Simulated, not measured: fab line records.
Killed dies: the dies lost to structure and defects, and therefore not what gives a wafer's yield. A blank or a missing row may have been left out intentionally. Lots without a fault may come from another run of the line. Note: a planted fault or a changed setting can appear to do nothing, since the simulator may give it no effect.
fab line records	flow sky130
record lots=24	wafers=72	last_day=52
route steps=708 shown NWELL@63 VT_ADJUST_LVTN@115 SONOS_TUNNEL@161 SONOS_ONO@185 CONTACT@425
lots that met no fault: taken from a fault-free run of the same line
start_h: start of the lot's first displayed wafer, in hours after the record's first day	wait_h: hours from the lot's prior step to this one	" as in the row above	L1.1+2: a single row standing in for several wafers	- no value, or no start given	* or withheld: withheld	< > ~ a bound
route shown NAME@n: names a module that has steps shown in the file, with the first one's number in the route	usual: mean and standard deviation over wafers with no fault	same: alike in all rows	chamber/n: place in a boat	sites: per-site readings	_std_site: the standard deviation of these	_edge_site: outer sites' mean less inner sites'	radius_mm: for every site, how far away it sits from the centre of the wafer	mask NAME#n: copy n	behind: tool/chamber where the wafer was last shaped	hold: what put the lot on hold/how long, in hours/how the hold closed	device: which transistor (n, p or np) failed to switch	end of line: at the end of the route, the tests of the same wafers	step lacking rows: just its recipe	killed: not the wafer's yield, but the dies lost to structure and defects at the first sort	map: the dies of a wafer, with x for killed, . for not killed, _ for no die there
set.NAME: the setting that was run; set.NAME@STEP: the one run at that earlier step	model.NAME: the simulator's own value behind a step, which no gauge read
the route's steps for a sample of lots (tables are steps, rows are wafers)
services: the hour from which a tool's chamber was out of use, counted from the record's first day as start_h (under 0 if before that day), plus the number of hours and why
## steps
# step SKY_NWELL_OVL_MEAS_10
# usual NWELL_00_OVL=-1.1/1.5
lot.wafer	tool	chamber	start_h	wait_h	NWELL_00_OVL[nm]
L074.1	overlay-01	-	87.67	-	-1.3
L074.3	"	-	"	"	-1.4
L074.5	"	-	"	"	0.3
L075.1	overlay-02	-	92.93	-	-2.9
L075.4	"	-	"	"	-3.8
L075.5	"	-	"	"	-2.1
L076.2	overlay-01	-	101.10	-	-1.0
L076.4	"	-	"	"	-0.2
L076.5	"	-	"	"	-3.3
L077.2	overlay-02	-	106.48	-	1.1
L077.3	"	-	"	"	-1.3
L077.6	"	-	"	"	0.9
L078.2	overlay-02	-	111.40	-	-2.0
L078.4	"	-	"	"	-3.8
L078.6	"	-	"	"	-2.4
L079.1	overlay-02	-	114.04	-	-2.1
L079.2	"	-	"	"	-3.0
L079.3	"	-	"	"	-1.5
L080.1	overlay-02	-	116.04	-	-3.6
L080.2	"	-	"	"	1.1
L080.4	"	-	"	"	-3.0
L081.2	overlay-02	-	121.38	-	-2.7
L081.4	"	-	"	"	-1.5
L081.6	"	-	"	"	-2.2
L082.1	overlay-01	-	123.34	-	-2.4
L082.4	"	-	"	"	-2.2
L082.5	"	-	"	"	-2.2
L083.2	overlay-02	-	126.38	-	-0.9
L083.4	"	-	"	"	-1.5
L083.6	"	-	"	"	-0.6
L084.1	overlay-02	-	128.27	-	1.4
L084.3	"	-	"	"	1.8
L084.5	"	-	"	"	1.7
L085.2	overlay-02	-	129.87	-	-3.8
L085.3	"	-	"	"	-2.8
L085.6	"	-	"	"	-2.4
L086.2	overlay-02	-	131.18	-	-0.6
L086.4	"	-	"	"	-0.9
L086.6	"	-	"	"	-0.7
L087.3	overlay-01	-	132.54	-	2.5
L087.5	"	-	"	"	0.7
L087.6	"	-	"	"	-0.7
L088.2	overlay-02	-	229.12	-	-1.0
L088.4	"	-	"	"	0.9
L088.5	"	-	"	"	-0.6
L089.3	overlay-01	-	237.41	-	1.0
L089.4	"	-	"	"	-1.6
L089.5	"	-	"	"	0.5
L093.1	overlay-02	-	240.82	-	0.6
L093.3	"	-	"	"	1.7
L093.5	"	-	"	"	2.1
L091.3	overlay-01	-	241.18	-	-2.3
L091.4	"	-	"	"	-1.7
L091.5	"	-	"	"	-1.9
L092.1	overlay-02	-	242.55	-	-2.1
L092.2	"	-	"	"	-3.1
L092.4	"	-	"	"	-0.9
L094.1	overlay-02	-	242.72	-	-1.2
L094.3	"	-	"	"	-1.3
L094.5	"	-	"	"	-1.3
L090.1	overlay-01	-	243.30	-	-2.6
L090.3	"	-	"	"	-0.6
L090.4	"	-	"	"	-2.9
L095.4	overlay-01	-	243.44	-	-0.5
L095.5	"	-	"	"	-0.5
L095.6	"	-	"	"	1.3
L097.1	overlay-01	-	245.67	-	-0.1
L097.3	"	-	"	"	-1.3
L097.4	"	-	"	"	0.3
L096.1	overlay-02	-	247.25	-	-2.1
L096.2	"	-	"	"	-2.5
L096.4	"	-	"	"	-3.7
# step SKY_NWELL_RS_MEAS_29
# recipe thk_meas_gauge=four-point-probe
# usual NWELL_RS=624.5/1.8
lot.wafer	tool	chamber	start_h	wait_h	NWELL_RS[ohm/sq]
L074.1	film_metro-01	-	106.27	0.1	626.5
L074.3	"	-	"	"	627.4
L074.5	"	-	"	"	628.3
L075.1	film_metro-02	-	111.87	0.1	626.4
L075.4	"	-	"	"	629.1
L075.5	"	-	"	"	627.9
L076.2	film_metro-03	-	118.15	0.1	624.4
L076.4	"	-	"	"	624.8
L076.5	"	-	"	"	624.4
L077.2	film_metro-03	-	121.23	0.1	621.4
L077.3	"	-	"	"	620.1
L077.6	"	-	"	"	621.9
L078.2	film_metro-02	-	123.51	0.1	624.2
L078.4	"	-	"	"	624.8
L078.6	"	-	"	"	625.4
L079.1	film_metro-02	-	125.69	0.1	623.6
L079.2	"	-	"	"	622.1
L079.3	"	-	"	"	624.8
L080.1	film_metro-03	-	126.61	0.1	625.1
L080.2	"	-	"	"	626.2
L080.4	"	-	"	"	626.5
L081.2	film_metro-01	-	129.43	0.1	628.4
L081.4	"	-	"	"	628.4
L081.6	"	-	"	"	629.8
L082.1	film_metro-01	-	130.89	0.1	626.1
L082.4	"	-	"	"	623.3
L082.5	"	-	"	"	624.4
L083.2	film_metro-03	-	132.69	0.1	623.7
L083.4	"	-	"	"	623.4
L083.6	"	-	"	"	623.7
L084.1	film_metro-03	-	133.41	0.1	625.8
L084.3	"	-	"	"	626.3
L084.5	"	-	"	"	625.3
L085.2	film_metro-02	-	134.21	0.1	624.2
L085.3	"	-	"	"	624.3
L085.6	"	-	"	"	624.4
L086.2	film_metro-02	-	134.91	0.1	622.1
L086.4	"	-	"	"	623.1
L086.6	"	-	"	"	624.0
L087.3	film_metro-02	-	135.67	0.1	624.0
L087.5	"	-	"	"	623.8
L087.6	"	-	"	"	623.6
L088.2	film_metro-02	-	253.81	0.1	623.2
L088.4	"	-	"	"	622.4
L088.5	"	-	"	"	622.4
L089.3	film_metro-03	-	262.18	0.1	624.9
L089.4	"	-	"	"	624.2
L089.5	"	-	"	"	626.1
L093.1	film_metro-01	-	265.85	0.1	623.0
L093.3	"	-	"	"	627.6
L093.5	"	-	"	"	624.8
L091.3	film_metro-03	-	266.36	0.1	625.1
L091.4	"	-	"	"	624.6
L091.5	"	-	"	"	625.9
L092.1	film_metro-02	-	267.94	0.1	621.2
L092.2	"	-	"	"	624.0
L092.4	"	-	"	"	623.1
L094.1	film_metro-01	-	268.24	0.2	625.4
L094.3	"	-	"	"	623.2
L094.5	"	-	"	"	624.4
L090.1	film_metro-03	-	269.10	0.1	624.0
L090.3	"	-	"	"	623.9
L090.4	"	-	"	"	622.4
L095.4	film_metro-02	-	269.17	0.1	623.9
L095.5	"	-	"	"	624.7
L095.6	"	-	"	"	625.8
L097.1	film_metro-02	-	271.75	0.1	622.8
L097.3	"	-	"	"	625.2
L097.4	"	-	"	"	625.0
L096.1	film_metro-02	-	272.99	0.1	624.4
L096.2	"	-	"	"	623.7
L096.4	"	-	"	"	622.8
# step SKY_VT_ADJUST_LVTN_OVL_MEAS_18
# usual VT_ADJUST_LVTN_01_OVL=-0.4/1.5
lot.wafer	tool	chamber	start_h	wait_h	VT_ADJUST_LVTN_01_OVL[nm]
L074.1	overlay-02	-	183.65	0.1	0.7
L074.3	"	-	"	"	-0.9
L074.5	"	-	"	"	-1.5
L075.1	overlay-02	-	186.80	0.1	-0.8
L075.4	"	-	"	"	-0.6
L075.5	"	-	"	"	0.7
L076.2	overlay-01	-	193.50	0.1	-1.9
L076.4	"	-	"	"	-2.9
L076.5	"	-	"	"	-1.7
L077.2	overlay-02	-	196.25	0.1	-1.6
L077.3	"	-	"	"	-1.2
L077.6	"	-	"	"	-1.6
L078.2	overlay-02	-	198.38	0.1	0.8
L078.4	"	-	"	"	1.4
L078.6	"	-	"	"	2.1
L079.1	overlay-01	-	200.52	0.1	-2.2
L079.2	"	-	"	"	1.0
L079.3	"	-	"	"	-1.3
L080.1	overlay-01	-	200.90	0.1	1.8
L080.2	"	-	"	"	1.5
L080.4	"	-	"	"	-0.4
L081.2	overlay-01	-	202.00	0.1	0.4
L081.4	"	-	"	"	-1.9
L081.6	"	-	"	"	-1.1
L082.1	overlay-01	-	202.37	0.1	-1.4
L082.4	"	-	"	"	-2.7
L082.5	"	-	"	"	-1.3
L083.2	overlay-02	-	204.50	0.1	0.2
L083.4	"	-	"	"	-0.7
L083.6	"	-	"	"	-0.6
L084.1	overlay-01	-	204.80	0.1	-1.0
L084.3	"	-	"	"	-0.3
L084.5	"	-	"	"	-0.9
L085.2	overlay-02	-	205.63	0.1	0.7
L085.3	"	-	"	"	0.3
L085.6	"	-	"	"	0.1
L086.2	overlay-02	-	205.93	0.1	-2.8
L086.4	"	-	"	"	0.7
L086.6	"	-	"	"	-1.2
L087.3	overlay-01	-	207.01	0.1	0.6
L087.5	"	-	"	"	-1.3
L087.6	"	-	"	"	2.1
L088.2	overlay-02	-	331.60	0.1	0.7
L088.4	"	-	"	"	-1.7
L088.5	"	-	"	"	1.4
L089.3	overlay-02	-	340.53	0.1	-1.3
L089.4	"	-	"	"	-0.5
L089.5	"	-	"	"	-3.2
L093.1	overlay-02	-	342.84	0.1	0.4
L093.3	"	-	"	"	-3.2
L093.5	"	-	"	"	-2.0
L091.3	overlay-01	-	343.96	0.1	1.6
L091.4	"	-	"	"	2.1
L091.5	"	-	"	"	2.8
L092.1	overlay-02	-	345.65	0.1	-3.1
L092.2	"	-	"	"	-2.2
L092.4	"	-	"	"	-2.3
L094.1	overlay-02	-	345.95	0.1	1.7
L094.3	"	-	"	"	-0.2
L094.5	"	-	"	"	0.8
L090.1	overlay-02	-	346.54	0.1	0.0
L090.3	"	-	"	"	-0.1
L090.4	"	-	"	"	1.0
L095.4	overlay-02	-	347.21	0.1	-3.9
L095.5	"	-	"	"	-0.6
L095.6	"	-	"	"	-0.6
L097.1	overlay-02	-	349.12	0.1	0.9
L097.3	"	-	"	"	-2.5
L097.4	"	-	"	"	1.2
L096.1	overlay-02	-	350.64	0.1	-0.6
L096.2	"	-	"	"	-1.9
L096.4	"	-	"	"	-2.4
# step SKY_SONOS_TUNNEL_CD_MEAS_07
# recipe target_cd_nm=410
# usual cd_nm=409.5/2
lot.wafer	tool	chamber	start_h	wait_h	cd_nm
L074.1	cd_sem-01	-	276.69	0.2	407.6
L074.3	"	-	"	"	407.9
L074.5	"	-	"	"	407.7
L075.1	cd_sem-01	-	281.20	0.1	408.0
L075.4	"	-	"	"	408.3
L075.5	"	-	"	"	405.5
L076.2	cd_sem-01	-	288.07	0.1	410.6
L076.4	"	-	"	"	409.8
L076.5	"	-	"	"	410.1
L077.2	cd_sem-01	-	292.47	0.1	411.5
L077.3	"	-	"	"	409.2
L077.6	"	-	"	"	405.5
L078.2	cd_sem-01	-	294.92	0.1	406.8
L078.4	"	-	"	"	408.3
L078.6	"	-	"	"	409.0
L079.1	cd_sem-01	-	296.82	0.1	411.7
L079.2	"	-	"	"	408.3
L079.3	"	-	"	"	411.0
L080.1	cd_sem-01	-	296.95	0.1	410.9
L080.2	"	-	"	"	408.3
L080.4	"	-	"	"	409.9
L081.2	cd_sem-01	-	297.62	0.1	409.9
L081.4	"	-	"	"	411.3
L081.6	"	-	"	"	410.8
L082.1	cd_sem-01	-	299.94	0.2	413.4
L082.4	"	-	"	"	414.2
L082.5	"	-	"	"	411.6
L083.2	cd_sem-01	-	300.49	0.1	409.1
L083.4	"	-	"	"	407.4
L083.6	"	-	"	"	410.2
L084.1	cd_sem-01	-	300.70	0.1	407.9
L084.3	"	-	"	"	409.5
L084.5	"	-	"	"	409.2
L085.2	cd_sem-01	-	301.99	0.2	407.2
L085.3	"	-	"	"	409.1
L085.6	"	-	"	"	407.4
L086.2	cd_sem-01	-	302.77	0.1	408.5
L086.4	"	-	"	"	408.2
L086.6	"	-	"	"	408.2
L087.3	cd_sem-01	-	304.13	0.2	413.6
L087.5	"	-	"	"	412.1
L087.6	"	-	"	"	412.6
L088.2	cd_sem-02	-	449.46	0.1	409.5
L088.4	"	-	"	"	410.8
L088.5	"	-	"	"	407.8
L089.3	cd_sem-02	-	461.03	0.1	408.2
L089.4	"	-	"	"	406.0
L089.5	"	-	"	"	405.9
L093.1	cd_sem-02	-	465.09	0.1	411.5
L093.3	"	-	"	"	411.0
L093.5	"	-	"	"	411.9
L091.3	cd_sem-02	-	465.91	0.1	404.5
L091.4	"	-	"	"	406.5
L091.5	"	-	"	"	406.9
L092.1	cd_sem-01	-	466.04	0.1	409.3
L092.2	"	-	"	"	409.4
L092.4	"	-	"	"	406.7
L094.1	cd_sem-02	-	466.74	0.1	413.0
L094.3	"	-	"	"	411.0
L094.5	"	-	"	"	411.9
L090.1	cd_sem-02	-	468.69	0.1	408.4
L090.3	"	-	"	"	408.6
L090.4	"	-	"	"	410.3
L095.4	cd_sem-02	-	470.15	0.1	411.3
L095.5	"	-	"	"	409.7
L095.6	"	-	"	"	410.4
L097.1	cd_sem-02	-	471.02	0.1	410.6
L097.3	"	-	"	"	409.2
L097.4	"	-	"	"	410.9
L096.1	cd_sem-02	-	473.82	0.1	409.5
L096.2	"	-	"	"	409.5
L096.4	"	-	"	"	406.7
# step SKY_SONOS_ONO_STRIP_17
# recipe chemistry=O2/N2	power_w=1400	pressure_mtorr=1500	platen_temp_c=withheld	o2_flow_sccm=3000	n2_flow_sccm=300	overash_fraction=0.5
# usual drypump_motor_current_A=5.66/0.25	n2_flow_sccm=300.3/0.9	oes_product_au=0.710/0.0046	strip_time_to_endpoint_s=14.12/0.048
lot.wafer	tool	chamber	start_h	wait_h	drypump_motor_current_A	n2_flow_sccm	oes_product_au	rf_hours_counter_h	strip_time_to_endpoint_s
L074.1	plasma_asher-01	1	308.61	0.0	5.74	300.7	0.711	57	14.11
L074.3	"	0	"	"	5.93	299.5	0.692	-	14.15
L074.5	"	0	"	"	5.92	300.8	0.713	-	14.14
L075.1	plasma_asher-01	0	313.69	0.0	5.94	298.5	0.712	57	14.15
L075.4	"	1	"	"	5.75	301.7	0.706	-	14.12
L075.5	"	1	"	"	5.73	302.4	0.709	-	14.12
L076.2	plasma_asher-02	0	321.43	0.0	5.78	301.0	0.712	62	14.13
L076.4	"	0	"	"	5.79	300.5	0.709	-	14.17
L076.5	"	1	"	"	5.76	301.0	0.703	-	14.15
L077.2	plasma_asher-03	0	328.14	0.0	5.45	301.1	0.707	48	14.11
L077.3	"	1	"	"	5.15	300.7	0.706	-	14.14
L077.6	"	1	"	"	5.13	300.2	0.710	-	14.07
L078.2	plasma_asher-01	0	332.69	0.0	5.92	299.1	0.705	59	14.10
L078.4	"	1	"	"	5.75	300.4	0.717	-	14.11
L078.6	"	1	"	"	5.76	299.0	0.708	-	14.09
L080.1	plasma_asher-02	1	334.59	0.0	5.78	301.2	0.703	63	14.10
L080.2	"	0	"	"	5.80	299.9	0.713	63	14.10
L080.4	"	0	"	"	5.80	299.4	0.713	-	14.11
L079.1	plasma_asher-01	1	334.72	0.0	5.77	302.7	0.707	59	14.05
L079.2	"	0	"	"	5.93	299.4	0.711	59	14.11
L079.3	"	1	"	"	5.79	301.7	0.710	-	14.06
L081.2	plasma_asher-03	0	334.95	0.0	5.43	299.9	0.723	48	14.15
L081.4	"	1	"	"	5.13	301.9	0.708	-	14.14
L081.6	"	0	"	"	5.42	300.3	0.707	-	14.18
L082.1	plasma_asher-01	1	336.53	0.0	5.78	301.1	0.713	60	14.09
L082.4	"	1	"	"	5.76	300.0	0.712	-	14.07
L082.5	"	1	"	"	5.76	300.2	0.720	-	14.10
L083.2	plasma_asher-02	1	337.26	0.0	5.75	300.7	0.711	64	14.12
L083.4	"	1	"	"	5.79	299.0	0.714	-	14.07
L083.6	"	1	"	"	5.79	299.8	0.712	-	14.11
L084.1	plasma_asher-03	1	337.38	0.0	5.17	299.6	0.710	49	14.11
L084.3	"	0	"	"	5.44	300.0	0.712	-	14.15
L084.5	"	0	"	"	5.46	298.9	0.713	-	14.13
L085.2	plasma_asher-03	1	339.04	0.0	5.13	301.3	0.716	49	14.10
L085.3	"	0	"	"	5.48	300.4	0.709	-	14.14
L085.6	"	1	"	"	5.16	301.1	0.709	-	14.14
L087.3	plasma_asher-01	0	339.36	0.0	5.94	300.5	0.705	-	14.13
L087.5	"	1	"	"	5.78	300.7	0.708	-	14.17
L087.6	"	0	"	"	5.93	300.4	0.712	-	14.13
L086.2	plasma_asher-02	1	339.57	0.0	5.76	299.0	0.702	64	14.17
L086.4	"	0	"	"	5.78	299.8	0.709	-	14.17
L086.6	"	1	"	"	5.76	299.5	0.707	-	14.17
L088.2	plasma_asher-02	1	484.68	0.0	5.75	301.3	0.707	79	14.10
L088.4	"	1	"	"	5.74	299.5	0.716	-	14.11
L088.5	"	0	"	"	5.78	299.8	0.704	-	14.08
L089.3	plasma_asher-03	1	496.66	0.0	5.16	300.4	0.709	-	14.12
L089.4	"	0	"	"	5.45	299.7	0.704	-	14.17
L089.5	"	0	"	"	5.45	299.8	0.708	-	14.16
L093.1	plasma_asher-02	0	501.14	0.0	5.81	300.1	0.713	81	13.94
L093.3	"	0	"	"	5.80	299.9	0.706	-	13.96
L093.5	"	1	"	"	5.79	300.0	0.715	-	13.99
L091.3	plasma_asher-03	0	502.52	0.0	5.45	299.5	0.709	-	14.13
L091.4	"	1	"	"	5.17	301.1	0.710	-	14.08
L091.5	"	0	"	"	5.46	298.8	0.709	-	14.10
L092.1	plasma_asher-01	1	502.92	0.0	5.75	300.2	0.716	8	14.09
L092.2	"	0	"	"	5.93	298.1	0.712	8	14.14
L092.4	"	1	"	"	5.77	299.6	0.713	-	14.07
L094.1	plasma_asher-01	1	504.14	0.0	5.77	298.6	0.714	8	14.11
L094.3	"	0	"	"	5.92	300.9	0.702	-	14.09
L094.5	"	0	"	"	5.92	300.1	0.706	-	14.08
L090.1	plasma_asher-01	0	505.38	0.0	5.92	299.1	0.707	8	14.18
L090.3	"	1	"	"	5.75	302.1	0.709	-	14.17
L090.4	"	0	"	"	5.93	298.7	0.712	-	14.21
L095.4	plasma_asher-03	0	508.50	0.0	5.44	301.5	0.716	-	14.05
L095.5	"	0	"	"	5.47	301.2	0.708	-	14.13
L095.6	"	1	"	"	5.12	299.7	0.714	-	14.12
L097.1	plasma_asher-02	0	510.44	0.0	5.80	299.1	0.709	82	14.16
L097.3	"	1	"	"	5.75	301.6	0.715	-	14.18
L097.4	"	0	"	"	5.80	300.5	0.709	-	14.13
L096.1	plasma_asher-02	1	512.94	0.0	5.77	300.8	0.712	82	14.14
L096.2	"	0	"	"	5.80	299.7	0.706	82	14.17
L096.4	"	0	"	"	5.79	300.1	0.713	-	14.15
# step SKY_CONTACT_STRIP_19
# recipe chemistry=O2/N2	power_w=1400	pressure_mtorr=1500	platen_temp_c=withheld	o2_flow_sccm=3000	n2_flow_sccm=300	overash_fraction=0.5
# usual drypump_motor_current_A=5.81/0.06	n2_flow_sccm=300.0/1	oes_product_au=0.382/0.0047	strip_time_to_endpoint_s=3.63/0.045
lot.wafer	tool	chamber	start_h	wait_h	drypump_motor_current_A	n2_flow_sccm	oes_product_au	rf_hours_counter_h	strip_time_to_endpoint_s
L074.1	plasma_asher-02	1	773.26	-	5.75	299.9	0.374	3	3.64
L074.3	"	1	"	"	5.79	298.7	0.381	-	3.67
L074.5	"	0	"	"	5.78	300.3	0.377	-	3.64
L075.1	plasma_asher-01	0	778.93	-	5.94	301.2	0.389	34	3.64
L075.4	"	0	"	"	5.93	301.0	0.387	-	3.63
L075.5	"	0	"	"	5.92	301.6	0.386	-	3.66
L076.2	plasma_asher-02	1	783.23	-	5.79	299.8	0.381	4	3.62
L076.4	"	1	"	"	5.77	298.9	0.383	-	3.65
L076.5	"	1	"	"	5.80	301.2	0.386	-	3.63
L077.2	plasma_asher-01	0	793.58	-	5.93	302.1	0.386	37	3.65
L077.3	"	0	"	"	5.92	302.3	0.382	-	3.63
L077.6	"	0	"	"	5.93	302.0	0.387	-	3.62
L078.2	plasma_asher-02	0	793.96	-	5.78	300.0	0.383	5	3.61
L078.4	"	0	"	"	5.79	300.4	0.383	-	3.65
L078.6	"	1	"	"	5.80	299.5	0.388	-	3.64
L079.1	plasma_asher-04	1	797.46	-	5.78	299.8	0.382	65	3.63
L079.2	"	0	"	"	5.82	299.6	0.383	65	3.58
L079.3	"	1	"	"	5.80	299.9	0.373	-	3.60
L080.1	plasma_asher-01	0	797.81	-	5.93	300.6	0.386	37	3.68
L080.2	"	1	"	"	5.73	298.4	0.383	37	3.67
L080.4	"	1	"	"	5.71	299.4	0.388	-	3.67
L083.2	plasma_asher-04	1	798.16	-	5.80	300.1	0.377	65	3.58
L083.4	"	0	"	"	5.81	301.3	0.378	-	3.65
L083.6	"	1	"	"	5.80	298.9	0.389	-	3.65
L082.1	plasma_asher-01	1	798.78	-	5.75	299.8	0.389	37	3.68
L082.4	"	1	"	"	5.74	300.9	0.382	-	3.65
L082.5	"	1	"	"	5.77	299.3	0.383	-	3.67
L081.2	plasma_asher-04	1	799.71	-	5.77	300.2	0.371	66	3.60
L081.4	"	1	"	"	5.72	299.2	0.376	-	3.56
L081.6	"	0	"	"	5.80	299.5	0.385	-	3.61
L084.1	plasma_asher-01	0	801.28	-	5.94	299.8	0.381	38	3.62
L084.3	"	0	"	"	5.92	299.6	0.380	-	3.63
L084.5	"	1	"	"	5.77	301.9	0.386	-	3.63
L087.3	plasma_asher-04	1	803.59	-	5.79	298.8	0.383	-	3.66
L087.5	"	1	"	"	5.81	300.1	0.382	-	3.64
L087.6	"	0	"	"	5.82	299.7	0.383	-	3.67
L085.2	plasma_asher-04	1	805.61	-	5.80	299.8	0.381	66	3.65
L085.3	"	0	"	"	5.79	301.3	0.377	-	3.65
L085.6	"	0	"	"	5.80	301.1	0.373	-	3.61
L086.2	plasma_asher-01	0	805.88	-	5.91	299.7	0.387	38	3.66
L086.4	"	1	"	"	5.77	299.0	0.383	-	3.65
L086.6	"	0	"	"	5.91	301.2	0.383	-	3.63
L088.2	plasma_asher-04	1	929.73	-	5.79	299.5	0.379	79	3.64
L088.4	"	0	"	"	5.79	300.2	0.385	-	3.60
L088.5	"	0	"	"	5.80	300.2	0.389	-	3.66
L089.3	plasma_asher-04	1	942.12	-	5.82	300.1	0.383	-	3.55
L089.4	"	0	"	"	5.80	298.8	0.377	-	3.63
L089.5	"	0	"	"	5.81	299.8	0.377	-	3.60
L093.1	plasma_asher-02	1	942.78	-	5.78	300.1	0.382	21	3.59
L093.3	"	1	"	"	5.81	300.3	0.377	-	3.55
L093.5	"	1	"	"	5.79	300.0	0.387	-	3.59
L092.1	plasma_asher-04	1	943.43	-	5.79	301.5	0.376	81	3.49
L092.2	"	0	"	"	5.79	299.6	0.385	81	3.65
L092.4	"	1	"	"	5.76	301.4	0.387	-	3.55
L091.3	plasma_asher-01	0	946.12	-	5.92	299.8	0.378	-	3.63
L091.4	"	1	"	"	5.78	297.9	0.375	-	3.58
L091.5	"	1	"	"	5.78	298.2	0.384	-	3.62
L094.1	plasma_asher-04	0	946.58	-	5.82	300.1	0.387	81	3.67
L094.3	"	1	"	"	5.72	299.4	0.389	-	3.66
L094.5	"	0	"	"	5.81	300.4	0.389	-	3.66
L090.1	plasma_asher-01	1	947.91	-	5.79	300.0	0.383	53	3.65
L090.3	"	1	"	"	5.79	299.4	0.382	-	3.67
L090.4	"	0	"	"	5.92	301.0	0.379	-	3.71
L095.4	plasma_asher-04	1	950.07	-	5.75	301.1	0.382	-	3.67
L095.5	"	0	"	"	5.80	298.9	0.390	-	3.67
L095.6	"	1	"	"	5.74	301.2	0.372	-	3.55
L097.1	plasma_asher-01	1	951.58	-	5.80	301.7	0.382	54	3.68
L097.3	"	1	"	"	5.78	299.3	0.380	-	3.58
L097.4	"	0	"	"	5.93	301.8	0.382	-	3.51
L096.1	plasma_asher-04	1	952.53	-	5.78	300.1	0.383	82	3.56
L096.2	"	0	"	"	5.82	299.8	0.380	82	3.68
L096.4	"	1	"	"	5.80	300.6	0.379	-	3.52
## services
tool	chamber	start_h	hours	kind
plasma_asher-03	-	305.90	2.0	repair
plasma_asher-02	-	306.55	4.2	repair
plasma_asher-04	-	329.49	5.1	repair
plasma_asher-04	-	395.99	1.9	repair
plasma_asher-01	-	421.25	9.0	pm
plasma_asher-02	-	461.82	1.2	repair
plasma_asher-03	-	463.18	15.6	pm
plasma_asher-04	-	480.39	2.8	pm
plasma_asher-04	-	485.57	3.0	repair
plasma_asher-03	-	486.63	1.0	repair
plasma_asher-01	-	493.92	2.3	repair
plasma_asher-01	-	516.65	1.2	repair
plasma_asher-02	-	528.37	0.6	repair
plasma_asher-03	-	629.99	2.8	pm
plasma_asher-01	-	636.26	12.8	repair
plasma_asher-03	-	640.92	17.2	repair
plasma_asher-03	-	693.20	7.3	repair
plasma_asher-01	-	719.65	2.8	pm
plasma_asher-02	-	733.75	9.0	pm
plasma_asher-02	-	775.79	2.8	pm
plasma_asher-04	-	780.83	14.6	pm
plasma_asher-03	-	784.23	14.6	pm
plasma_asher-02	-	839.52	1.4	repair
plasma_asher-02	-	949.69	3.4	repair
## key
fault none
